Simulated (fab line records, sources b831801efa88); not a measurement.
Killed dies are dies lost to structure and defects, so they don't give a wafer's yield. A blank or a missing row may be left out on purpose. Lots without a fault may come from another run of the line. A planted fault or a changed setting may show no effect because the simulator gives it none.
Chamber matching | flow sfq_line | SFQ_TRILAYER_I0_CMP_CMP_028 on cmp-02: 4 sister chambers
The step polishes SiO2. 4 wafers are shown with their chamber, then 7 later ones without.

WAFERS WITH THEIR CHAMBER
wafer  | chamber | motor_current_A (A)
L228.5 | 2       | 9.9
L228.6 | 1       | 12.6
L229.3 | 0       | 8.8
L229.4 | 3       | 10.6

WAFERS WITHOUT THEIR CHAMBER
wafer  | motor_current_A (A)
L229.5 | 9.8
L230.3 | 9.9
L230.1 | 14.0
L230.6 | 10.4
L236.2 | 8.7
L236.5 | 10.1
L236.6 | 13.9

WHICH CHAMBER EACH WENT THROUGH
wafer  | from the rows above          | in truth
L229.5 | can't be placed: 2 or 3 or 0 | 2
L230.3 | can't be placed: 2 or 3 or 0 | 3
L230.1 | 1                            | 1
L230.6 | can't be placed: 3 or 2 or 0 | 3
L236.2 | can't be placed: 0 or 2      | 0
L236.5 | can't be placed: 2 or 3 or 0 | 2
L236.6 | 1                            | 1
Placed correctly: 2 of 7. Can't be placed from these rows: 5 (the true chamber is among the candidates in 5). Placed wrongly: 0.
How it was worked out, from the rows above alone: a wafer's distance from a chamber is the root of the sum, over the readings, of the square of ((its reading less the chamber's mean) divided by the reading's scatter). The wafer belongs to the nearest chamber; if the next one is less than 2 further off, it can't be placed. A chamber's mean is the mean of its shown wafers. The scatter: with one shown wafer a chamber, the root of the mean of the squares of how far each hidden wafer lies from its nearest shown one.
